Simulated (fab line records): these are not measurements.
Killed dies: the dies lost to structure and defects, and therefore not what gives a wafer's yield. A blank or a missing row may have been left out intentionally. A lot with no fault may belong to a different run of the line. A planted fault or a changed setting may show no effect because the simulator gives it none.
What tool caused it? | flow sky130 | Sampling: 24 lots, 72 wafers, 5 of 708 route steps

WHAT THE GAUGES READ, wafer by wafer
SKY_METAL2_OVL_MEAS_16.
lot  | measured     | on         | METAL2_OVL (nm)
L074 | day 35 09:20 | overlay-02 | 3 -1 3
L075 | day 35 18:41 | overlay-02 | 0 -5 -1
L076 | day 36 01:13 | overlay-01 | -11 -4 -1
L078 | day 36 11:29 | overlay-01 | -5 -5 -7
L077 | day 36 13:22 | overlay-02 | -7 -8 -11
L080 | day 36 21:02 | overlay-01 | -1 1 4
L079 | day 36 21:46 | overlay-02 | 4 -2 4
L081 | day 37 10:23 | overlay-01 | -2 0 1
L082 | day 37 14:02 | overlay-02 | 1 6 7
L083 | day 37 23:50 | overlay-02 | -5 -1 -8
L084 | day 38 14:05 | overlay-02 | -2 -1 0
L085 | day 38 19:11 | overlay-01 | 10 3 6
L086 | day 39 02:23 | overlay-01 | 7 6 -6
L087 | day 39 13:07 | overlay-01 | -1 1 2
L088 | day 39 15:29 | overlay-01 | -1 0 0
L089 | day 39 21:47 | overlay-01 | 7 2 2
L090 | day 40 06:53 | overlay-02 | -7 -1 -8
L091 | day 40 12:05 | overlay-01 | -4 -6 -7
L093 | day 41 03:44 | overlay-01 | -2 1 -4
L092 | day 41 04:38 | overlay-01 | 2 3 2
L094 | day 41 06:05 | overlay-01 | -9 -7 -5
L095 | day 41 06:25 | overlay-02 | 0 5 2
L096 | day 41 16:50 | overlay-01 | -5 -1 -9
L097 | day 42 01:29 | overlay-02 | 3 3 4

SKY_VIA3_CD_MEAS_12 targets a cd of 200 nm.
lot  | measured     | on        | cd-nm (nm)
L074 | day 39 20:22 | cd-sem-02 | 201.5 201.6 201.3
L075 | day 40 03:50 | cd-sem-01 | 198.4 199.3 197.8
L076 | day 40 10:10 | cd-sem-01 | 201.9 201.3 200.9
L078 | day 40 21:46 | cd-sem-01 | 201.1 200.8 201.7
L077 | day 40 23:24 | cd-sem-01 | 202.2 200.8 201.6
L080 | day 41 07:15 | cd-sem-01 | 202.2 201.3 201.5
L079 | day 41 08:01 | cd-sem-02 | 197.8 198.3 198.4
L081 | day 41 17:29 | cd-sem-01 | 202.6 199.8 201.3
L082 | day 41 23:16 | cd-sem-01 | 198.6 201.0 200.8
L083 | day 42 06:51 | cd-sem-01 | 199.8 198.1 199.8
L084 | day 42 17:47 | cd-sem-01 | 198.3 198.7 200.3
L085 | day 43 01:02 | cd-sem-02 | 201.3 200.2 200.3
L086 | day 43 07:10 | cd-sem-01 | 201.0 200.8 201.3
L087 | day 43 16:21 | cd-sem-02 | 202.1 202.0 201.2
L088 | day 43 18:19 | cd-sem-01 | 199.6 199.4 199.8
L089 | day 44 00:49 | cd-sem-01 | 203.4 202.4 202.1
L090 | day 44 10:46 | cd-sem-01 | 201.6 200.6 200.1
L091 | day 44 15:38 | cd-sem-02 | 198.2 199.4 199.2
L093 | day 45 04:10 | cd-sem-01 | 201.3 200.3 201.8
L092 | day 45 06:20 | cd-sem-02 | 199.7 199.8 199.7
L094 | day 45 08:11 | cd-sem-01 | 200.3 199.3 199.7
L095 | day 45 08:28 | cd-sem-02 | 200.4 200.4 200.0
L096 | day 45 16:47 | cd-sem-02 | 200.4 201.7 201.1
L097 | day 46 00:16 | cd-sem-01 | 202.0 200.4 203.4

SKY_VIA3_RS_MEAS_22: the measuring method here is four-point-probe.
lot  | measured     | on            | VIA3_W_RS (ohm/sq)
L074 | day 39 21:23 | film-metro-04 | 0.295 0.303 0.289
L075 | day 40 04:52 | film-metro-01 | 0.300 0.290 0.288
L076 | day 40 11:11 | film-metro-03 | 0.295 0.295 0.286
L078 | day 40 22:48 | film-metro-03 | 0.288 0.286 0.293
L077 | day 41 00:26 | film-metro-01 | 0.297 0.287 0.297
L080 | day 41 08:19 | film-metro-03 | 0.292 0.293 0.296
L079 | day 41 09:05 | film-metro-04 | 0.299 0.295 0.298
L081 | day 41 18:34 | film-metro-01 | 0.294 0.292 0.298
L082 | day 42 00:19 | film-metro-04 | 0.294 0.293 0.297
L083 | day 42 07:55 | film-metro-03 | 0.293 0.299 0.298
L084 | day 42 18:50 | film-metro-01 | 0.295 0.298 0.295
L085 | day 43 02:04 | film-metro-04 | 0.289 0.296 0.288
L086 | day 43 08:11 | film-metro-01 | 0.288 0.294 0.288
L087 | day 43 17:25 | film-metro-01 | 0.295 0.289 0.289
L088 | day 43 19:22 | film-metro-03 | 0.292 0.296 0.300
L089 | day 44 01:50 | film-metro-01 | 0.293 0.299 0.297
L090 | day 44 11:50 | film-metro-01 | 0.302 0.302 0.298
L091 | day 44 16:40 | film-metro-03 | 0.299 0.295 0.292
L093 | day 45 05:12 | film-metro-03 | 0.296 0.301 0.294
L092 | day 45 07:25 | film-metro-03 | 0.293 0.284 0.287
L094 | day 45 09:17 | film-metro-03 | 0.294 0.295 0.298
L095 | day 45 09:31 | film-metro-03 | 0.293 0.291 0.295
L096 | day 45 17:49 | film-metro-01 | 0.288 0.284 0.296
L097 | day 46 01:18 | film-metro-01 | 0.302 0.299 0.299

SKY_VIA3_THK_MEAS_23: measures by xrf.
lot  | measured     | on            | VIA3_W_THK (nm)
L074 | day 39 21:31 | film-metro-04 | 394 382 399
L075 | day 40 04:58 | film-metro-01 | 384 396 399
L076 | day 40 11:19 | film-metro-03 | 383 384 399
L078 | day 40 22:53 | film-metro-03 | 397 395 388
L077 | day 41 00:34 | film-metro-01 | 384 399 388
L080 | day 41 08:26 | film-metro-03 | 391 387 384
L079 | day 41 09:12 | film-metro-04 | 387 391 386
L081 | day 41 18:40 | film-metro-01 | 391 395 383
L082 | day 42 00:25 | film-metro-04 | 397 397 392
L083 | day 42 08:02 | film-metro-03 | 384 380 382
L084 | day 42 18:56 | film-metro-01 | 388 384 391
L085 | day 43 02:11 | film-metro-04 | 405 391 401
L086 | day 43 08:19 | film-metro-01 | 402 392 401
L087 | day 43 17:32 | film-metro-01 | 393 398 400
L088 | day 43 19:28 | film-metro-03 | 381 381 375
L089 | day 44 01:58 | film-metro-01 | 394 388 391
L090 | day 44 11:58 | film-metro-01 | 385 382 391
L091 | day 44 16:47 | film-metro-03 | 378 386 389
L093 | day 45 05:19 | film-metro-03 | 378 377 383
L092 | day 45 07:32 | film-metro-03 | 385 397 394
L094 | day 45 09:24 | film-metro-03 | 383 382 378
L095 | day 45 09:38 | film-metro-03 | 385 388 382
L096 | day 45 17:56 | film-metro-01 | 400 401 388
L097 | day 46 01:25 | film-metro-01 | 379 383 380

WHICH TOOL RAN EACH LOT (tool, then ch and the chambers of the sampled wafers, then the start)
lot  | SKY_METAL1_SPUTTER_01
L074 | pvd-sputter-04, day 32 00:51
L075 | pvd-sputter-02, day 32 06:58
L076 | pvd-sputter-04, day 32 14:54
L078 | pvd-sputter-04, day 33 01:07
L077 | pvd-sputter-04, day 33 03:33
L080 | pvd-sputter-01, day 33 11:46
L079 | pvd-sputter-02, day 33 11:53
L081 | pvd-sputter-04, day 34 00:48
L082 | pvd-sputter-01, day 34 03:57
L083 | pvd-sputter-04, day 34 13:57
L084 | pvd-sputter-04, day 35 07:11
L085 | pvd-sputter-02, day 35 09:58
L086 | pvd-sputter-01, day 35 18:55
L087 | pvd-sputter-02, day 36 06:32
L088 | pvd-sputter-02, day 36 10:05
L089 | pvd-sputter-04, day 36 12:49
L090 | pvd-sputter-04, day 37 01:11
L091 | pvd-sputter-02, day 37 04:08
L093 | pvd-sputter-02, day 37 19:50
L092 | pvd-sputter-04, day 37 22:08
L094 | pvd-sputter-02, day 37 22:31
L095 | pvd-sputter-02, day 38 01:23
L096 | pvd-sputter-01, day 38 12:28
L097 | pvd-sputter-02, day 38 20:58
- SKY_METAL1_SPUTTER_01: material TiN, target thk 20 nm, time 16.7 s.

WHAT THE TOOLS THEMSELVES READ (means of the sampled wafers that have a number; where no wafer has one, the mark that the record gives instead)
SKY_METAL1_SPUTTER_01.
lot  | tool           | throttle-valve-pct (%)
L074 | pvd-sputter-04 | 30.4
L075 | pvd-sputter-02 | 29.5
L076 | pvd-sputter-04 | 30.3
L078 | pvd-sputter-04 | 30.8
L077 | pvd-sputter-04 | 30.5
L080 | pvd-sputter-01 | 30.0
L079 | pvd-sputter-02 | 29.3
L081 | pvd-sputter-04 | 30.8
L082 | pvd-sputter-01 | 29.6
L083 | pvd-sputter-04 | 30.3
L084 | pvd-sputter-04 | 30.4
L085 | pvd-sputter-02 | 29.4
L086 | pvd-sputter-01 | 29.6
L087 | pvd-sputter-02 | 29.1
L088 | pvd-sputter-02 | 29.4
L089 | pvd-sputter-04 | 30.8
L090 | pvd-sputter-04 | 30.9
L091 | pvd-sputter-02 | 29.0
L093 | pvd-sputter-02 | 29.5
L092 | pvd-sputter-04 | 30.8
L094 | pvd-sputter-02 | 29.6
L095 | pvd-sputter-02 | 29.4
L096 | pvd-sputter-01 | 30.0
L097 | pvd-sputter-02 | 29.4

THE ANSWER, worked out from the rows above alone
Rule: what is usual is taken from the lots themselves. The widest of any qualifying gaps counts: lots, ordered by their means at a reading, are off when they make up no more than a third of the lots, leave a main group of 4 or more, and stand apart from it by 3 or more times the standard deviation of that group's means. Not used: any main group whose means are identical at the precision the tables above print for the reading. A lot without any number at a reading at which 4 lots or more have one is off too. Any other lot the step has rows for is counted as sound. Order of review: gauges by route order, followed by the tools' own readings, for which a lot's mean as printed above is used. The first step at which some lot is off is used, and at that step the reading that is off furthest; a lot without a number counts as furthest.
No lot is off at any reading shown: from this, nothing can be told.

WHAT THE SIMULATOR HAD INSERTED
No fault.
